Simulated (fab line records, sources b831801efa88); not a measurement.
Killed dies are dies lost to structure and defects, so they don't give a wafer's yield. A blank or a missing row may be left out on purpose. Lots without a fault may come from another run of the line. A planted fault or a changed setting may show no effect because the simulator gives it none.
Problem report in the 8D (eight disciplines) form, filled by code | flow sky130 | the parts of the form that need people (team, actions taken, sign-off) are left out

1. THE PROBLEM
POLY_GATE_OXIDATION_THK at SKY_POLY_GATE_THK_MEAS_21 reads a mean of 6.02 nm on 9 wafers of 3 lots; wafers without a fault read 4.01 nm with a standard deviation of 0.08. That is +25 standard deviations from the usual mean.
First seen on wafer L248.2, day 22 11:50, on film_metro-02. The record holds 36 wafers of 12 lots with a number at this step. Rule for "out", or "out of limits": more than 4 standard deviations from the usual mean. The other wafers with a number count as sound.

2. WHAT IT IS AND WHAT IT IS NOT
question                    | is                                          | is not
which readings at this step | POLY_GATE_OXIDATION_THK                     | -
which lots                  | L246, L247, L248                            | L233, L234, L235, L236, L237, L239, L242, L253, L254
which wafers of those lots  | all that have a number                      | -
read on which gauges        | film_metro-01, film_metro-02, film_metro-03 | -
when                        | from day 22 11:50                           | up to then (21 sound wafers); but 6 sound wafers of L253, L254 came after

3. SUSPECTS, AND WHAT RULES EACH OUT
Counting: a tool at a process step up to the reading stays a suspect if it ran every lot that is out and no sound lot after the first of them.
- the gauge at SKY_POLY_GATE_THK_MEAS_21: ruled out. The wafers that are out were read on 3 gauges (film_metro-01, film_metro-02, film_metro-03).
- furnace-02 at SKY_POLY_GATE_OXIDATION_20 (stabilise 600 s, purge 300 s, target thk 4 nm): kept. It ran every lot that is out, first L248 (day 22 10:35), and no sound lot after that; its last sound lot up to then is L242 (day 19 16:03). Its own readings are out on those wafers: spike_tc_bottom_C, spike_tc_centre_C, spike_tc_lower_C, spike_tc_top_C, spike_tc_upper_C, tube_center_temp_C, tube_center_temp_C_max.
Left after counting: furnace-02 at SKY_POLY_GATE_OXIDATION_20.

4. THE CAUSE (what the simulator had put in)
Process parameter drift: furnace-02, from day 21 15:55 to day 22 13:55, at SKY_POLY_GATE_OXIDATION_20. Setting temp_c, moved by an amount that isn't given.
Counting left only this tool.

5. THE CHAIN OF EFFECTS, in route order
Each row: a reading whose mean over the struck wafers that have a number lies more than 3 standard deviations from the usual. Only readings for which the record gives a usual standard deviation are gone through. hours: the time from each lot's start at the first step in this table that gives one to its start at this step, as a median over the lots. sigmas: the change in usual standard deviations.
hours | step                       | reading                 | usual   | on struck wafers | change | sigmas
0     | SKY_POLY_GATE_OXIDATION_20 | spike_tc_bottom_C       | 869.2 C | 901.4            | +32.2  | +19
0     | SKY_POLY_GATE_OXIDATION_20 | spike_tc_centre_C       | 850.6 C | 883.7            | +33.1  | +33
0     | SKY_POLY_GATE_OXIDATION_20 | spike_tc_lower_C        | 851.4 C | 884.9            | +33.5  | +34
0     | SKY_POLY_GATE_OXIDATION_20 | spike_tc_top_C          | 861.1 C | 895.0            | +33.9  | +16
0     | SKY_POLY_GATE_OXIDATION_20 | spike_tc_upper_C        | 850.5 C | 884.4            | +33.9  | +31
0     | SKY_POLY_GATE_OXIDATION_20 | tube_center_temp_C      | 850 C   | 883              | +33    | +99 or more
0     | SKY_POLY_GATE_OXIDATION_20 | tube_center_temp_C_max  | 852.2   | 885.6            | +33.4  | +90
1     | SKY_POLY_GATE_THK_MEAS_21  | POLY_GATE_OXIDATION_THK | 4.01 nm | 6.02             | +2.01  | +25
The process steps in it:
- SKY_POLY_GATE_OXIDATION_20: stabilise 600 s, purge 300 s, target thk 4 nm.
Later measuring or inspecting steps at which every struck wafer that the step has a row for has a number for every such reading, and none has moved that far: SKY_POLY_GATE_CD_MEAS_22, SKY_LI_CONTACT_THK_MEAS_01.

6. WHAT WOULD HAVE CAUGHT IT SOONER
In this record the first reading out of limits at a measuring or inspecting step was taken at day 22 11:50, 20 hours after the fault began at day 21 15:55.
The tool's own readings at SKY_POLY_GATE_OXIDATION_20 were out on every struck wafer that the step has a row for (spike_tc_bottom_C, spike_tc_centre_C, spike_tc_lower_C, spike_tc_top_C, spike_tc_upper_C, tube_center_temp_C, tube_center_temp_C_max): an alarm limit on them would have fired on the first of those.
All the lots that are out (3) had begun SKY_POLY_GATE_OXIDATION_20 on furnace-02 by day 22 11:50. A hold on the tool at that time would have spared none of them.
